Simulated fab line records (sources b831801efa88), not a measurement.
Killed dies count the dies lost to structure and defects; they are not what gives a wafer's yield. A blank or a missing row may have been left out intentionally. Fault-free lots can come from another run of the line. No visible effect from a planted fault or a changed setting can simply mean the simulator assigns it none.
Chamber matching || flow sky130 || SKY_VIA2_CMP_24 on cmp-01: 4 sister chambers
The step polishes, stops on SiO2, t overpolish 20 s, target thk 0 nm. 36 wafers are shown with their chamber, then 12 later ones without.

== WAFERS WITH THEIR CHAMBER ==
{"wafer": "L074.1", "chamber": 3, "motorCurrentA (A)": 11.6, "timeToEndpointS (s)": 105, "overpolishRunS (s)": 20.001}
{"wafer": "L074.2", "chamber": 1, "motorCurrentA (A)": 11.3, "timeToEndpointS (s)": 102, "overpolishRunS (s)": 19.994}
{"wafer": "L074.6", "chamber": 2, "motorCurrentA (A)": 11.6, "timeToEndpointS (s)": 99, "overpolishRunS (s)": 19.989}
{"wafer": "L075.2", "chamber": 3, "motorCurrentA (A)": 12.1, "timeToEndpointS (s)": 107, "overpolishRunS (s)": 20.006}
{"wafer": "L075.4", "chamber": 2, "motorCurrentA (A)": 11.1, "timeToEndpointS (s)": 104, "overpolishRunS (s)": 20.000}
{"wafer": "L075.5", "chamber": 0, "motorCurrentA (A)": 11.4, "timeToEndpointS (s)": 104, "overpolishRunS (s)": 20.001}
{"wafer": "L076.1", "chamber": 1, "motorCurrentA (A)": 12.3, "timeToEndpointS (s)": 99, "overpolishRunS (s)": 19.995}
{"wafer": "L076.5", "chamber": 0, "motorCurrentA (A)": 10.9, "timeToEndpointS (s)": 100, "overpolishRunS (s)": 19.995}
{"wafer": "L076.6", "chamber": 1, "motorCurrentA (A)": 11.7, "timeToEndpointS (s)": 99, "overpolishRunS (s)": 19.990}
{"wafer": "L077.2", "chamber": 2, "motorCurrentA (A)": 11.3, "timeToEndpointS (s)": 106, "overpolishRunS (s)": 19.998}
{"wafer": "L077.5", "chamber": 0, "motorCurrentA (A)": 10.9, "timeToEndpointS (s)": 106, "overpolishRunS (s)": 19.999}
{"wafer": "L077.6", "chamber": 1, "motorCurrentA (A)": 11.4, "timeToEndpointS (s)": 98, "overpolishRunS (s)": 20.000}
{"wafer": "L078.3", "chamber": 0, "motorCurrentA (A)": 10.6, "timeToEndpointS (s)": 100, "overpolishRunS (s)": 20.003}
{"wafer": "L078.4", "chamber": 1, "motorCurrentA (A)": 11.8, "timeToEndpointS (s)": 102, "overpolishRunS (s)": 19.992}
{"wafer": "L078.6", "chamber": 3, "motorCurrentA (A)": 12.1, "timeToEndpointS (s)": 103, "overpolishRunS (s)": 20.014}
{"wafer": "L079.2", "chamber": 3, "motorCurrentA (A)": 11.9, "timeToEndpointS (s)": 107, "overpolishRunS (s)": 20.000}
{"wafer": "L079.3", "chamber": 0, "motorCurrentA (A)": 11.2, "timeToEndpointS (s)": 102, "overpolishRunS (s)": 20.000}
{"wafer": "L079.4", "chamber": 2, "motorCurrentA (A)": 11.4, "timeToEndpointS (s)": 105, "overpolishRunS (s)": 19.993}
{"wafer": "L080.2", "chamber": 1, "motorCurrentA (A)": 11.7, "timeToEndpointS (s)": 104, "overpolishRunS (s)": 20.015}
{"wafer": "L080.5", "chamber": 1, "motorCurrentA (A)": 11.5, "timeToEndpointS (s)": 107, "overpolishRunS (s)": 20.002}
{"wafer": "L080.6", "chamber": 2, "motorCurrentA (A)": 11.4, "timeToEndpointS (s)": 102, "overpolishRunS (s)": 20.002}
{"wafer": "L081.1", "chamber": 3, "motorCurrentA (A)": 12.1, "timeToEndpointS (s)": 109, "overpolishRunS (s)": 20.001}
{"wafer": "L081.2", "chamber": 2, "motorCurrentA (A)": 11.6, "timeToEndpointS (s)": 106, "overpolishRunS (s)": 20.001}
{"wafer": "L081.6", "chamber": 1, "motorCurrentA (A)": 12.0, "timeToEndpointS (s)": 107, "overpolishRunS (s)": 19.999}
{"wafer": "L085.1", "chamber": 2, "motorCurrentA (A)": 11.7, "timeToEndpointS (s)": 99, "overpolishRunS (s)": 20.002}
{"wafer": "L085.4", "chamber": 1, "motorCurrentA (A)": 12.0, "timeToEndpointS (s)": 100, "overpolishRunS (s)": 20.008}
{"wafer": "L085.5", "chamber": 1, "motorCurrentA (A)": 11.6, "timeToEndpointS (s)": 105, "overpolishRunS (s)": 19.996}
{"wafer": "L086.1", "chamber": 3, "motorCurrentA (A)": 11.8, "timeToEndpointS (s)": 102, "overpolishRunS (s)": 20.003}
{"wafer": "L086.2", "chamber": 0, "motorCurrentA (A)": 11.4, "timeToEndpointS (s)": 95, "overpolishRunS (s)": 20.017}
{"wafer": "L086.4", "chamber": 2, "motorCurrentA (A)": 11.4, "timeToEndpointS (s)": 98, "overpolishRunS (s)": 19.992}
{"wafer": "L087.3", "chamber": 0, "motorCurrentA (A)": 11.2, "timeToEndpointS (s)": 99, "overpolishRunS (s)": 19.999}
{"wafer": "L087.4", "chamber": 1, "motorCurrentA (A)": 11.5, "timeToEndpointS (s)": 102, "overpolishRunS (s)": 20.010}
{"wafer": "L087.6", "chamber": 0, "motorCurrentA (A)": 11.6, "timeToEndpointS (s)": 97, "overpolishRunS (s)": 19.977}
{"wafer": "L089.1", "chamber": 1, "motorCurrentA (A)": 11.1, "timeToEndpointS (s)": 105, "overpolishRunS (s)": 19.992}
{"wafer": "L089.2", "chamber": 2, "motorCurrentA (A)": 12.0, "timeToEndpointS (s)": 99, "overpolishRunS (s)": 20.000}
{"wafer": "L089.4", "chamber": 3, "motorCurrentA (A)": 12.1, "timeToEndpointS (s)": 105, "overpolishRunS (s)": 20.001}

SIGNATURES (averages over the wafers above)
{"reading": "motorCurrentA", "chamber 0": 11.150, "chamber 1": 11.658, "chamber 2": 11.500, "chamber 3": 11.957, "scatter within a chamber": 0.294}
{"reading": "timeToEndpointS", "chamber 0": 100.38, "chamber 1": 102.50, "chamber 2": 102.00, "chamber 3": 105.43, "scatter within a chamber": 3.17}
{"reading": "overpolishRunS", "chamber 0": 19.99887, "chamber 1": 19.99942, "chamber 2": 19.99744, "chamber 3": 20.00371, "scatter within a chamber": 0.00766}
Rule: a wafer lies at a distance from a chamber equal to the root of the sum of squares, over the readings, of (its reading less the chamber's mean, divided by the reading's scatter). If the next closest chamber is less than 2 further off than the closest, the wafer can't be placed; otherwise it belongs to the closest. How the scatter is found: for the shown wafers, subtract from each reading the mean of its chamber, square and add these, divide the total by (wafers less chambers), then take the root.

== WAFERS MISSING THEIR CHAMBER ==
{"wafer": "L092.1", "motorCurrentA (A)": 10.9, "timeToEndpointS (s)": 96, "overpolishRunS (s)": 20.009}
{"wafer": "L092.3", "motorCurrentA (A)": 11.7, "timeToEndpointS (s)": 94, "overpolishRunS (s)": 19.993}
{"wafer": "L092.4", "motorCurrentA (A)": 11.2, "timeToEndpointS (s)": 100, "overpolishRunS (s)": 20.001}
{"wafer": "L094.2", "motorCurrentA (A)": 11.6, "timeToEndpointS (s)": 103, "overpolishRunS (s)": 20.001}
{"wafer": "L094.4", "motorCurrentA (A)": 11.7, "timeToEndpointS (s)": 101, "overpolishRunS (s)": 19.997}
{"wafer": "L094.6", "motorCurrentA (A)": 12.3, "timeToEndpointS (s)": 104, "overpolishRunS (s)": 19.996}
{"wafer": "L093.4", "motorCurrentA (A)": 12.2, "timeToEndpointS (s)": 102, "overpolishRunS (s)": 20.007}
{"wafer": "L093.5", "motorCurrentA (A)": 12.2, "timeToEndpointS (s)": 106, "overpolishRunS (s)": 20.005}
{"wafer": "L093.6", "motorCurrentA (A)": 10.8, "timeToEndpointS (s)": 101, "overpolishRunS (s)": 20.013}
{"wafer": "L097.3", "motorCurrentA (A)": 12.0, "timeToEndpointS (s)": 100, "overpolishRunS (s)": 20.003}
{"wafer": "L097.4", "motorCurrentA (A)": 10.1, "timeToEndpointS (s)": 102, "overpolishRunS (s)": 20.007}
{"wafer": "L097.5", "motorCurrentA (A)": 11.9, "timeToEndpointS (s)": 102, "overpolishRunS (s)": 19.987}

== WHICH CHAMBER EACH WENT THROUGH ==
{"wafer": "L092.1", "from the rows above": "can't be placed: 0 or 2 or 1", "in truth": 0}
{"wafer": "L092.3", "from the rows above": "can't be placed: 2 or 1 or 0 or 3", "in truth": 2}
{"wafer": "L092.4", "from the rows above": "can't be placed: 0 or 2 or 1", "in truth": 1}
{"wafer": "L094.2", "from the rows above": "can't be placed: 1 or 2 or 3 or 0", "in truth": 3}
{"wafer": "L094.4", "from the rows above": "can't be placed: 1 or 2 or 3 or 0", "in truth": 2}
{"wafer": "L094.6", "from the rows above": "can't be placed: 3 or 1 or 2", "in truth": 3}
{"wafer": "L093.4", "from the rows above": "can't be placed: 3 or 1 or 2", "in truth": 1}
{"wafer": "L093.5", "from the rows above": "can't be placed: 3 or 1", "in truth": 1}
{"wafer": "L093.6", "from the rows above": "can't be placed: 0 or 2 or 1", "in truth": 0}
{"wafer": "L097.3", "from the rows above": "can't be placed: 1 or 3 or 2 or 0", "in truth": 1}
{"wafer": "L097.4", "from the rows above": "can't be placed: 0 or 2 or 1", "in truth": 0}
{"wafer": "L097.5", "from the rows above": "can't be placed: 1 or 2 or 3 or 0", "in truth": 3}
0 of 12 placed correctly. Not placeable from these rows: 12 (in 12, the candidates include the true chamber). 0 placed wrongly.
